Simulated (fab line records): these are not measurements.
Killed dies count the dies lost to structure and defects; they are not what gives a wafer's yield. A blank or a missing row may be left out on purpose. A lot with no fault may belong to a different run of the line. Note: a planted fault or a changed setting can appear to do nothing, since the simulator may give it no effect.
A struck lot beside a sound one -- flow sky130 -- 15 out of 708 route steps
Sound: these wafers, L127.1, L127.2, L127.6. Wafers struck: L126.1, L126.4, L126.5. At the end, the cause is stated.
Per side, at each step with rows, come the tool, then ch with its chambers, and then its first start. Under that, the readings that differ: sound wafers -- struck wafers -- difference of the means -- sigmas: that difference in standard deviations of wafers without a fault.
alike: same words and numbers on both sides, and readings whose means sit less than 2 such deviations apart. not compared: any withheld reading, any reading some wafer has no value for, any bound like >300 that may hide the same value, and any number with overlapping values for which the record gives no deviation.
The two part at a step that has a row with sigmas, a row that says differs or no value, or rows on one side only. When numbers do not overlap yet have no deviation, they are printed without sigmas and do not part them. A reading that every wafer of one side lacks parts them only if that side has two wafers or more.

SKY_PASSIVATION_CVD_02: deposits Si3N4, target thk 540 nm.
  sound on pecvd-03 ch 0,1, day 48 23:58; struck on pecvd-03 ch 1,2, day 48 14:10
  alike: heater_power_outer_w, heater_power_w, susceptor_temp_C
SKY_PASSIVATION_THK_MEAS_03:
  sound on film_metro-01, day 49 00:12; struck on film_metro-03, day 48 14:23
  alike: PASSIVATION_CVD_02_THK
then, 7 steps without rows for these wafers: SKY_PASSIVATION_DEHYDRATE_04 (time 60 s); SKY_PASSIVATION_HMDS_05 (prime time 60 s); SKY_PASSIVATION_COAT_06 (resist thk 3000 nm); SKY_PASSIVATION_SOFTBAKE_07; SKY_PASSIVATION_EXPOSE_08 (exposes mask NSM, target cd 3000 nm); SKY_PASSIVATION_PEB_09; SKY_PASSIVATION_DEVELOP_10 (develop time 60 s).
SKY_PASSIVATION_ETCH_11: etches the open film in CF4/O2, stops on AlCu, target depth 725 nm, time 161.1 s.
  sound on rie_diel-02 ch 0,2,3, day 49 17:13; struck on rie_diel-02 ch 0,2,3, day 49 08:20
  alike: bias_w, drypump_motor_current_A, oes_product_au, throttle_valve_pct
  not compared: rf_hours_counter_h
SKY_PASSIVATION_STRIP_12: strips in O2/N2.
  sound on plasma_asher-02 ch 0,1, day 49 17:20; struck on plasma_asher-01 ch 0,1, day 49 08:26
  alike: drypump_motor_current_A, oes_product_au, strip_time_to_endpoint_s
  not compared: rf_hours_counter_h
then, 1 step without rows for these wafers: SKY_PAD_OPEN_DEHYDRATE_00 (time 60 s).
SKY_PAD_OPEN_HMDS_01: prime time 60 s.
  sound on litho_track-02 ch 0, day 50 01:31; struck on litho_track-03 ch 0, day 49 16:14
reading,sound,struck,difference,sigmas
prime_temp_c (C),119.86 119.89 120.00,112.87 113.22 112.84,-6.94,-58
  alike: exhaust_pa
then, 1 step without rows for these wafers: SKY_PAD_OPEN_COAT_02 (resist thk 3000 nm).
SKY_PAD_OPEN_PROBE_99:
  record: rows for the struck wafers here (prober-02, day 50 03:35), none for the sound ones

## WHERE THEY PART
Earliest at SKY_PAD_OPEN_HMDS_01; latest, in this record, at SKY_PAD_OPEN_PROBE_99.

WHY: whatever the simulator had introduced
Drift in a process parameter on litho_track-03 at SKY_PAD_OPEN_HMDS_01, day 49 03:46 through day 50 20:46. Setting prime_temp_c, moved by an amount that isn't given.
